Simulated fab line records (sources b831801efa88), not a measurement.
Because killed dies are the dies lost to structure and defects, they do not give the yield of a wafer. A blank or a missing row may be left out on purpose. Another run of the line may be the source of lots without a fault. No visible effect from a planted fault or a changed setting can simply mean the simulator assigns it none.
What tool caused it? / flow sky130 / Sampling: 12 lots, 36 wafers, 4 of 708 route steps

WHAT THE GAUGES SHOWED, per wafer
SKY_METAL1_CD_MEAS_15 targets a cd of 140 nm.
lot=L283; measured=day 33 06:32; on=cd-sem-01; cd-nm (nm)=139.9 139.7 140.1
lot=L284; measured=day 33 09:15; on=cd-sem-01; cd-nm (nm)=140.2 140.3 139.9
lot=L285; measured=day 33 13:07; on=cd-sem-01; cd-nm (nm)=138.4 138.7 139.0
lot=L286; measured=day 34 12:28; on=cd-sem-02; cd-nm (nm)=140.0 139.9 139.4
lot=L287; measured=day 34 17:26; on=cd-sem-02; cd-nm (nm)=139.4 140.7 139.6
lot=L288; measured=day 34 21:49; on=cd-sem-01; cd-nm (nm)=139.5 139.2 140.5
lot=L289; measured=day 35 09:22; on=cd-sem-02; cd-nm (nm)=139.0 138.0 140.8
lot=L290; measured=day 35 19:04; on=cd-sem-02; cd-nm (nm)=138.1 137.5 138.7
lot=L291; measured=day 35 19:58; on=cd-sem-02; cd-nm (nm)=140.0 141.2 141.1
lot=L299; measured=day 38 06:08; on=cd-sem-02; cd-nm (nm)=142.3 141.6 141.6
lot=L301; measured=day 38 18:49; on=cd-sem-02; cd-nm (nm)=143.2 141.5 142.3
lot=L304; measured=day 39 11:59; on=cd-sem-02; cd-nm (nm)=140.2 139.8 139.0

SKY_VIA1_CD_MEAS_12 targets a cd of 150 nm.
lot=L283; measured=day 34 11:17; on=cd-sem-02; cd-nm (nm)=149.7 148.6 149.9
lot=L284; measured=day 34 13:44; on=cd-sem-02; cd-nm (nm)=149.1 149.9 151.1
lot=L285; measured=day 34 16:46; on=cd-sem-02; cd-nm (nm)=150.7 150.8 150.8
lot=L286; measured=day 35 16:35; on=cd-sem-02; cd-nm (nm)=149.0 148.0 149.2
lot=L287; measured=day 35 21:23; on=cd-sem-02; cd-nm (nm)=148.2 150.0 148.0
lot=L288; measured=day 36 01:19; on=cd-sem-02; cd-nm (nm)=147.1 150.1 150.4
lot=L289; measured=day 36 12:19; on=cd-sem-01; cd-nm (nm)=150.5 148.5 150.6
lot=L290; measured=day 36 22:40; on=cd-sem-02; cd-nm (nm)=150.5 150.1 150.4
lot=L291; measured=day 36 23:31; on=cd-sem-01; cd-nm (nm)=151.7 148.4 150.9
lot=L299; measured=day 39 08:44; on=cd-sem-02; cd-nm (nm)=148.5 147.7 147.7
lot=L301; measured=day 39 21:58; on=cd-sem-02; cd-nm (nm)=151.5 152.2 152.6
lot=L304; measured=day 40 15:05; on=cd-sem-02; cd-nm (nm)=149.4 149.9 149.3

SKY_METAL2_THK_MEAS_06: measures by xrf.
lot=L283; measured=day 34 13:01; on=film-metro-01; METAL2_ALCU_THK (nm)=249.3 249.0 251.9
lot=L284; measured=day 34 15:26; on=film-metro-03; METAL2_ALCU_THK (nm)=254.8 245.2 249.5
lot=L285; measured=day 34 18:30; on=film-metro-04; METAL2_ALCU_THK (nm)=248.1 246.8 247.1
lot=L286; measured=day 35 18:19; on=film-metro-03; METAL2_ALCU_THK (nm)=239.5 245.0 245.4
lot=L287; measured=day 35 23:06; on=film-metro-01; METAL2_ALCU_THK (nm)=250.2 249.1 246.8
lot=L288; measured=day 36 03:02; on=film-metro-03; METAL2_ALCU_THK (nm)=242.3 250.9 249.8
lot=L289; measured=day 36 14:03; on=film-metro-01; METAL2_ALCU_THK (nm)=246.5 250.5 247.6
lot=L290; measured=day 37 00:23; on=film-metro-03; METAL2_ALCU_THK (nm)=248.0 250.7 251.5
lot=L291; measured=day 37 01:14; on=film-metro-03; METAL2_ALCU_THK (nm)=243.8 244.1 246.8
lot=L299; measured=day 39 10:27; on=film-metro-01; METAL2_ALCU_THK (nm)=237.1 250.0 241.3
lot=L301; measured=day 39 23:50; on=film-metro-01; METAL2_ALCU_THK (nm)=250.2 247.4 246.3
lot=L304; measured=day 40 17:05; on=film-metro-03; METAL2_ALCU_THK (nm)=247.4 246.4 246.1

EACH LOT AND THE TOOL THAT RAN IT (in order: tool; ch and the chambers of the sampled wafers; start)
lot=L283; SKY_METAL2_SPUTTER_04=pvd-sputter-01, day 34 12:49
lot=L284; SKY_METAL2_SPUTTER_04=pvd-sputter-01, day 34 15:15
lot=L285; SKY_METAL2_SPUTTER_04=pvd-sputter-03, day 34 18:20
lot=L286; SKY_METAL2_SPUTTER_04=pvd-sputter-03, day 35 18:08
lot=L287; SKY_METAL2_SPUTTER_04=pvd-sputter-01, day 35 22:55
lot=L288; SKY_METAL2_SPUTTER_04=pvd-sputter-01, day 36 02:52
lot=L289; SKY_METAL2_SPUTTER_04=pvd-sputter-01, day 36 13:53
lot=L290; SKY_METAL2_SPUTTER_04=pvd-sputter-01, day 37 00:11
lot=L291; SKY_METAL2_SPUTTER_04=pvd-sputter-01, day 37 01:04
lot=L299; SKY_METAL2_SPUTTER_04=pvd-sputter-01, day 39 10:15
lot=L301; SKY_METAL2_SPUTTER_04=pvd-sputter-04, day 39 23:41
lot=L304; SKY_METAL2_SPUTTER_04=pvd-sputter-04, day 40 16:55
- SKY_METAL2_SPUTTER_04: material TiN, target thk 70 nm, time 58.3 s.

AS READ BY THE TOOLS THEMSELVES (means over the sampled wafers that have a number; for cases with no such wafer, the mark the record gives instead)
SKY_METAL2_SPUTTER_04.
lot=L283; tool=pvd-sputter-01; throttle-valve-pct (%)=30.0
lot=L284; tool=pvd-sputter-01; throttle-valve-pct (%)=29.9
lot=L285; tool=pvd-sputter-03; throttle-valve-pct (%)=30.4
lot=L286; tool=pvd-sputter-03; throttle-valve-pct (%)=29.4
lot=L287; tool=pvd-sputter-01; throttle-valve-pct (%)=29.7
lot=L288; tool=pvd-sputter-01; throttle-valve-pct (%)=29.7
lot=L289; tool=pvd-sputter-01; throttle-valve-pct (%)=29.9
lot=L290; tool=pvd-sputter-01; throttle-valve-pct (%)=29.2
lot=L291; tool=pvd-sputter-01; throttle-valve-pct (%)=30.0
lot=L299; tool=pvd-sputter-01; throttle-valve-pct (%)=28.8
lot=L301; tool=pvd-sputter-04; throttle-valve-pct (%)=31.6
lot=L304; tool=pvd-sputter-04; throttle-valve-pct (%)=31.6

THE ANSWER, worked out from the rows above alone
Rule: the lots themselves supply what counts as usual. Put in order of their means at a reading, lots are off if they are a third of the lots or fewer, leave a main group of 4 or more, and stand apart from it by a gap of 3 or more times the standard deviation of the main group's means; of several such gaps the widest counts. The tables above print the reading to a certain number of digits; a main group whose means all agree to those digits is not used. A lot without any number at a reading at which 4 lots or more have one is off too. Any other lot the step has rows for is counted as sound. After the gauges, taken in route order, come the tools' own readings; for these a lot's mean is taken, as printed above. The first step at which some lot is off is used, and at that step the reading that is off furthest; a lot without a number counts as furthest.
None of the lots is off at any reading shown; this tells nothing.

WHAT WAS PUT IN BY THE SIMULATOR
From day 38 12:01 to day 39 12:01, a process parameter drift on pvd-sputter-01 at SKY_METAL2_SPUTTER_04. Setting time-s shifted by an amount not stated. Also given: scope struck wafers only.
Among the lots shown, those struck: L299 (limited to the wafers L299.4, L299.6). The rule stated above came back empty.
